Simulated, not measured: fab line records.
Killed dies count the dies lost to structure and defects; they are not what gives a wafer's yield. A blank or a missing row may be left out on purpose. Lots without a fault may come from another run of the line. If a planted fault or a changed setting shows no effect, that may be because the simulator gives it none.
fab line records	flow sky130
record lots=10	wafers=30	last-day=50
route steps=708 shown VIA1@482 METAL2@486 PAD_OPEN@708
lots that met no fault: taken from a fault-free run of the same line
start-h: start of the lot's first displayed wafer, in hours after the record's first day	wait-h: hours elapsed since this lot's preceding step	" the same as in the row above	L1.1+2: a single row standing in for several wafers	- no value, or no start was given	* or withheld: withheld	< > ~ a bound
route shown NAME@n: a module of which the file shows steps, and the number in the route of the first	usual: mean/standard deviation taken from wafers without a fault	same: alike in all rows	chamber/n: place in a boat	sites: each site's reading	_std_site: how widely they spread, as a standard deviation	_edge_site: mean of outer sites minus mean of inner sites	radius-mm: how far each site lies from the wafer's centre	mask NAME#n: copy n	behind: the tool/chamber that last shaped the wafer	hold: cause of the lot's hold/its duration in hours/its outcome	device: names the non-switching transistor (n, p or np)	end of line: tests run on the same wafers once the route is complete	a step given without rows: its recipe and nothing more	killed: dies lost to structure and defects at the first sort, not the wafer's yield	map: the dies of a wafer, with x for killed, . for not killed, _ for no die there
set.NAME: the setting as run; set.NAME@STEP: as run at that earlier step	model.NAME: the simulator's own value behind a step, which no gauge read
steps of the route over a sample of lots; a table a step, a row a wafer
services: when a tool's chamber went out of use (start-h, in hours from the record's first day, below 0 if earlier), for how many hours, and the reason
## steps
# step SKY_VIA1_CMP_24
# recipe stop-on=SiO2	t-overpolish-s=15	down-force-psi=3.5	platen-rpm=60	target-thk-nm=0	pad-velocity-m-s=0.94248
# usual motor-current-A=11.0/1	overpolish-run-s=15.000/0.0098	time-to-endpoint-s=65/3
lot.wafer	tool	chamber	start-h	wait-h	motor-current-A	overpolish-run-s	time-to-endpoint-s
L202.1	cmp-01	1	812.34	0.1	10.2	14.989	63
L202.3	"	2	"	"	11.8	15.003	62
L202.6	"	1	"	"	10.4	15.019	64
L203.4	cmp-02	3	819.70	0.1	10.6	15.016	65
L203.2	"	0	"	"	10.0	14.995	64
L203.1	"	1	"	"	11.6	15.005	67
L204.3	cmp-02	2	837.06	0.1	10.2	15.000	61
L204.2	"	3	"	"	10.7	15.014	64
L204.6	"	0	"	"	9.7	15.008	64
L205.2	cmp-01	1	837.27	0.0	9.8	15.002	66
L205.3	"	0	"	"	12.6	14.984	66
L205.6	"	1	"	"	9.8	15.000	65
L206.4	cmp-01	1	848.31	0.0	10.3	15.001	63
L206.3	"	2	"	"	12.1	14.979	60
L206.1	"	3	"	"	10.5	14.984	63
L214.4	cmp-01	1	911.38	0.1	9.8	14.992	65
L214.2	"	2	"	"	12.1	14.995	65
L214.5	"	1	"	"	10.2	15.004	63
L219.1	cmp-01	1	938.90	0.1	10.2	14.993	65
L219.2	"	2	"	"	12.7	15.006	67
L219.6	"	1	"	"	10.3	15.001	67
L220.4	cmp-01	3	945.40	0.1	10.3	14.997	64
L220.6	"	2	"	"	12.0	15.012	64
L220.5	"	3	"	"	10.8	14.996	66
L222.1	cmp-02	3	963.14	0.1	10.7	14.995	64
L222.3	"	0	"	"	9.4	14.996	59
L222.6	"	2	"	"	10.9	14.999	57
L224.4	cmp-01	2	971.67	0.0	11.9	15.013	62
L224.1	"	0	"	"	12.7	14.995	66
L224.5	"	2	"	"	11.7	14.979	63
# step SKY_METAL2_SPUTTER_03
# recipe material=Ti	target-thk-nm=5	power-w=3000	time-s=3.3	chamber-pressure-pa=0.4
# usual throttle-valve-pct=29.9/0.87
lot.wafer	tool	chamber	start-h	wait-h	throttle-valve-pct
L202.1	pvd-sputter-04	-	812.71	0.0	30.8
L202.3	"	-	"	"	29.4
L202.6	"	-	"	"	30.6
L203.1	pvd-sputter-04	-	820.02	0.0	29.6
L203.2	"	-	"	"	28.8
L203.4	"	-	"	"	30.0
L204.2	pvd-sputter-02	-	837.33	0.0	29.9
L204.3	"	-	"	"	31.6
L204.6	"	-	"	"	31.4
L205.2	pvd-sputter-04	-	837.64	0.0	28.9
L205.3	"	-	"	"	29.3
L205.6	"	-	"	"	30.6
L206.1	pvd-sputter-04	-	848.68	0.0	29.1
L206.3	"	-	"	"	30.1
L206.4	"	-	"	"	30.6
L214.2	pvd-sputter-04	-	911.70	0.0	29.3
L214.4	"	-	"	"	30.6
L214.5	"	-	"	"	30.5
L219.1	pvd-sputter-04	-	939.23	0.0	30.5
L219.2	"	-	"	"	29.0
L219.6	"	-	"	"	30.0
L220.4	pvd-sputter-04	-	945.72	0.0	28.8
L220.5	"	-	"	"	30.1
L220.6	"	-	"	"	28.7
L222.1	pvd-sputter-04	-	963.41	0.0	29.0
L222.3	"	-	"	"	29.7
L222.6	"	-	"	"	30.7
L224.1	pvd-sputter-02	-	972.04	0.0	30.9
L224.4	"	-	"	"	28.5
L224.5	"	-	"	"	28.1
# step SKY_METAL2_RS_MEAS_05
# recipe thk-meas-gauge=four-point-probe	reads=TiN_of_METAL2_SPUTTER_04+Ti_of_METAL2_SPUTTER_03+AlCu_of_METAL2_SPUTTER_02+TiN_of_METAL2_SPUTTER_01+Ti_of_METAL2_SPUTTER_00
# usual METAL2_ALCU_RS=0.1274/0.0016
lot.wafer	tool	chamber	start-h	wait-h	METAL2_ALCU_RS[ohm/sq]
L202.1	film-metro-01	-	812.78	0.0	0.1251
L202.3	"	-	"	"	0.1229
L202.6	"	-	"	"	0.1265
L203.1	film-metro-04	-	820.09	0.0	0.1261
L203.2	"	-	"	"	0.1273
L203.4	"	-	"	"	0.1288
L204.2	film-metro-03	-	837.42	0.0	0.1289
L204.3	"	-	"	"	0.1290
L204.6	"	-	"	"	0.1298
L205.2	film-metro-01	-	837.73	0.0	0.1276
L205.3	"	-	"	"	0.1251
L205.6	"	-	"	"	0.1281
L206.1	film-metro-04	-	848.75	0.0	0.1283
L206.3	"	-	"	"	0.1276
L206.4	"	-	"	"	0.1296
L214.2	film-metro-03	-	911.79	0.0	0.1279
L214.4	"	-	"	"	0.1268
L214.5	"	-	"	"	0.1267
L219.1	film-metro-03	-	939.29	0.0	0.1245
L219.2	"	-	"	"	0.1259
L219.6	"	-	"	"	0.1262
L220.4	film-metro-04	-	945.85	0.1	0.1295
L220.5	"	-	"	"	0.1296
L220.6	"	-	"	"	0.1304
L222.1	film-metro-03	-	963.48	0.0	0.1275
L222.3	"	-	"	"	0.1280
L222.6	"	-	"	"	0.1269
L224.1	film-metro-03	-	972.11	0.0	0.1283
L224.4	"	-	"	"	0.1246
L224.5	"	-	"	"	0.1254
# step SKY_METAL2_METAL_ETCH_19
# recipe target-depth-a=3600	stop-on=SiO2	over-etch-frac=0.3	time-s=78	chemistry=Cl2/BCl3	resist-sidewall-deg=88	pressure-mtorr=10	icp-w=900	bias-w=48.5	Cl2_flow_sccm=60	bcl3-flow-sccm=30
# usual chamber-pressure-mTorr=10.001/0.0087	drypump-motor-current-A=6.01/0.23	oes-product-au=0.852/0.0069	run-length-s=106.7/0.87	throttle-valve-pct=22.265/0.009
lot.wafer	tool	chamber	start-h	wait-h	chamber-pressure-mTorr	drypump-motor-current-A	oes-product-au	rf-hours-counter-h	run-length-s	throttle-valve-pct
L202.1	rie-metal-02	1	839.70	0.0	9.988	5.74	0.859	15	106.3	22.260
L202.3	"	0	"	"	9.996	6.08	0.864	-	106.1	22.259
L202.6	"	1	"	"	9.998	5.74	0.861	-	106.3	22.237
L203.1	rie-metal-02	0	846.70	0.0	9.991	6.04	0.851	3	106.1	22.261
L203.2	"	1	"	"	9.993	5.73	0.856	15	106.3	22.277
L203.4	"	1	"	"	9.997	5.72	0.852	-	106.5	22.276
L204.2	rie-metal-02	1	864.26	0.0	9.998	5.74	0.976	16	95.1	22.263
L204.3	"	1	"	"	10.011	5.71	0.970	-	94.6	22.245
L204.6	"	0	"	"	10.008	6.08	0.984	-	95.1	22.280
L205.2	rie-metal-01	0	864.52	0.0	9.986	6.15	0.849	13	106.1	22.264
L205.3	"	1	"	"	10.018	6.39	0.847	-	106.4	22.260
L205.6	"	0	"	"	9.998	6.13	0.849	-	106.3	22.270
L206.1	rie-metal-02	0	875.07	0.0	10.023	6.07	0.974	4	94.4	22.254
L206.3	"	0	"	"	9.988	6.07	0.987	-	94.3	22.264
L206.4	"	1	"	"	9.983	5.72	0.966	-	94.8	22.270
L214.2	rie-metal-03	0	937.57	0.0	10.018	6.01	0.845	2	107.0	22.268
L214.4	"	0	"	"	10.003	5.98	0.854	-	106.7	22.252
L214.5	"	0	"	"	9.995	6.00	0.848	-	106.8	22.260
L219.1	rie-metal-03	0	963.77	0.1	10.002	6.03	0.861	3	106.8	22.251
L219.2	"	0	"	"	10.004	6.03	0.858	-	107.0	22.262
L219.6	"	0	"	"	9.997	6.01	0.864	-	107.1	22.260
L220.4	rie-metal-02	1	969.33	0.1	9.999	5.75	0.848	-	106.4	22.254
L220.5	"	1	"	"	9.997	5.74	0.850	-	106.1	22.256
L220.6	"	0	"	"	10.003	6.04	0.844	-	105.9	22.275
L222.1	rie-metal-03	0	987.22	0.1	10.010	6.02	0.849	5	107.0	22.281
L222.3	"	0	"	"	10.012	6.04	0.849	-	106.8	22.273
L222.6	"	0	"	"	10.001	6.00	0.852	-	106.9	22.263
L224.1	rie-metal-03	1	995.92	0.0	9.995	5.71	0.842	0	106.1	22.253
L224.4	"	1	"	"	10.008	5.70	0.861	-	106.3	22.266
L224.5	"	1	"	"	10.007	5.69	0.867	-	106.3	22.264
# step SKY_METAL2_STRIP_20
# recipe chemistry=O2/N2	power-w=1400	pressure-mtorr=1500	platen-temp-c=withheld	o2-flow-sccm=3000	n2-flow-sccm=300	overash-fraction=0.5
# usual chamber-pressure-mTorr=1499.9/1.3	drypump-motor-current-A=5.8/0.37	oes-product-au=0.345/0.0055	strip-time-to-endpoint-s=2.74/0.084
lot.wafer	tool	chamber	start-h	wait-h	chamber-pressure-mTorr	drypump-motor-current-A	oes-product-au	rf-hours-counter-h	strip-time-to-endpoint-s
L202.1	plasma-asher-03	1	839.79	0.1	1498.7	5.9	0.349	41	2.81
L202.3	"	0	"	"	1499.8	6.1	0.346	-	2.72
L202.6	"	0	"	"	1500.5	6.0	0.348	-	2.79
L203.1	plasma-asher-02	1	846.79	0.1	1497.9	6.1	0.348	9	2.76
L203.2	"	0	"	"	1499.9	5.1	0.337	9	2.80
L203.4	"	0	"	"	1499.8	5.1	0.343	-	2.81
L204.2	plasma-asher-02	1	864.35	0.1	1499.6	6.2	0.357	11	3.12
L204.3	"	0	"	"	1499.1	5.1	0.356	-	3.14
L204.6	"	1	"	"	1499.2	6.1	0.362	-	3.11
L205.2	plasma-asher-03	1	864.61	0.1	1499.6	5.9	0.348	44	2.77
L205.3	"	1	"	"	1496.9	5.8	0.347	-	2.66
L205.6	"	1	"	"	1498.4	5.8	0.340	-	2.78
L206.1	plasma-asher-02	1	875.16	0.1	1499.5	6.2	0.360	12	3.13
L206.3	"	1	"	"	1502.0	6.2	0.362	-	3.12
L206.4	"	0	"	"	1499.5	5.1	0.363	-	3.20
L214.2	plasma-asher-03	0	937.66	0.1	1499.5	6.1	0.347	50	2.74
L214.4	"	0	"	"	1498.8	6.1	0.345	-	2.77
L214.5	"	1	"	"	1497.7	5.8	0.356	-	2.77
L219.1	plasma-asher-02	0	963.95	0.1	1500.2	5.1	0.341	21	2.82
L219.2	"	1	"	"	1501.0	6.2	0.345	21	2.82
L219.6	"	1	"	"	1499.3	6.2	0.352	-	2.87
L220.4	plasma-asher-01	0	969.42	0.1	1497.3	6.0	0.347	-	2.84
L220.5	"	0	"	"	1502.1	6.0	0.353	-	2.86
L220.6	"	1	"	"	1501.1	5.5	0.340	-	2.78
L222.1	plasma-asher-03	1	987.40	0.1	1498.2	5.8	0.339	55	2.81
L222.3	"	1	"	"	1499.9	5.8	0.346	-	2.80
L222.6	"	0	"	"	1499.0	6.1	0.349	-	2.79
L224.1	plasma-asher-03	0	996.01	0.1	1500.0	6.0	0.345	56	2.74
L224.4	"	1	"	"	1500.5	5.9	0.340	-	2.72
L224.5	"	1	"	"	1499.4	5.9	0.355	-	2.73
# step SKY_PAD_OPEN_PROBE_99
# usual defect-limited-yield=82.0/1.9	killed_at_M0_to_M3=46/6.7	killed_at_M4_up=3.3/2	killed-at-contacts=24/5.4	killed-at-front-end=15/4.3	killed-at-other=0.4/0.64	killed-dies=89/9.1	killed-open=48/7.2	killed-short=40/6.3	sort_bin_3_pad_short=0.9/0.42	sort_bin_5_function=10.8/1.5	sort_bin_6_memory=6.4/1.1	sort-n-pass=403/9.1	sort-yield-pct=82.0/1.9
# same gross-dies=492	killed-at-back-side=0	sort_bin_4_leakage[%]=0	sort_bin_8_speed[%]=0
lot.wafer	tool	chamber	start-h	wait-h	defect-limited-yield[%]	killed_at_M0_to_M3	killed_at_M4_up	killed-at-contacts	killed-at-front-end	killed-at-other	killed-dies	killed-open	killed-short	sort_bin_3_pad_short[%]	sort_bin_5_function[%]	sort_bin_6_memory[%]	sort-n-pass	sort-yield-pct[%]
L206.4	prober-01	-	1123.79	0.2	79.7	54	6	25	14	1	100	52	47	0.8	12.0	7.5	392	79.7
L219.1	prober-01	-	1188.79	0.1	87.0	36	2	18	8	0	64	33	31	0.6	8.3	4.1	428	87.0
L219.2	prober-01	-	1188.84	0.1	81.3	44	3	27	18	0	92	50	42	0.2	11.8	6.7	400	81.3
L219.6	prober-01	-	1189.04	0.2	81.7	45	5	18	20	2	90	47	43	1.2	11.6	5.5	402	81.7
# killed by level:class
L206.4 VIA1:geometric-particle:open=14 VIA2:geometric-particle:open=11 CONTACT:geometric-particle:open=7 FIELD_ISO:geometric-particle:short=6 LI_CONTACT:geometric-particle:open=6 METAL1:geometric-particle:short=6 VIA1:geometric-particle:short=6 FIELD_ISO:geometric-particle:open=5
L219.1 VIA1:geometric-particle:open=11 CONTACT:geometric-particle:open=7 CONTACT:geometric-particle:short=6 METAL2:geometric-particle:short=6 METAL1:geometric-particle:short=5 VIA2:geometric-particle:open=4 FIELD_ISO:geometric-particle:short=3 LOCAL_INTERCONNECT:geometric-particle:short=3
L219.2 CONTACT:geometric-particle:open=11 VIA3:geometric-particle:open=6 LI_CONTACT:geometric-particle:open=6 VIA1:geometric-particle:open=6 METAL1:geometric-particle:short=5 VIA1:geometric-particle:short=5 VIA2:geometric-particle:open=5 VIA3:geometric-particle:short=5
L219.6 VIA1:geometric-particle:open=9 VIA2:geometric-particle:open=9 VIA1:geometric-particle:short=6 METAL2:geometric-particle:short=5 CONTACT:geometric-particle:open=5 CONTACT:geometric-particle:short=5 VIA3:geometric-particle:open=5 POLY_GATE:geometric-particle:short=4
## services
tool	chamber	start-h	hours	kind
rie-metal-02	1	797.27	13.0	repair
pvd-sputter-04	-	797.39	6.3	repair
cmp-02	-	814.68	1.3	repair
pvd-sputter-02	-	815.32	7.7	repair
rie-metal-02	0	826.93	2.3	repair
plasma-asher-03	-	869.06	0.9	repair
pvd-sputter-04	-	878.17	1.7	repair
cmp-01	-	881.40	0.9	repair
cmp-02	-	882.49	1.5	repair
cmp-01	-	899.94	4.1	pm
plasma-asher-03	-	900.15	2.8	pm
cmp-02	-	904.19	5.7	pm
plasma-asher-02	-	913.74	4.6	repair
cmp-01	-	919.72	4.0	pm
plasma-asher-03	-	920.68	1.0	repair
cmp-01	-	923.72	-	consumable-replace:conditioner
pvd-sputter-04	-	927.74	6.3	repair
plasma-asher-01	-	931.62	1.1	repair
cmp-01	-	941.70	0.7	repair
cmp-01	-	952.95	6.3	pm
cmp-01	-	968.12	1.2	repair
pvd-sputter-04	3	984.22	-	consumable-replace:kit
pvd-sputter-04	3	984.22	18.0	scheduled-down
pvd-sputter-04	3	984.22	18.0	vent-cycle
## key
first-sign step=SKY_METAL2_METAL_ETCH_19	reading=oes-product-au	direction=up	sigmas=18	usual=0.852	struck=0.976
effect step=SKY_METAL2_METAL_ETCH_19	reading=run-length-s	direction=down	sigmas=14	usual=*	struck=*
effect step=SKY_METAL2_STRIP_20	reading=strip-time-to-endpoint-s	direction=up	sigmas=4.8	usual=*	struck=*
met-at SKY_METAL2_METAL_ETCH_19
struck-lots L204,L206
not-acting-at SKY_VIA1_CMP_24,SKY_METAL2_SPUTTER_03,SKY_METAL2_RS_MEAS_05
onset-between 846.70 864.26
fault kind=process-parameter-drift	tool=rie-metal-02	chamber=-	onset-h=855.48	steps=SKY_METAL2_METAL_ETCH_19	channel=time-s	offset=*	shape=step	end-h=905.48	acts-in=*	stated=*
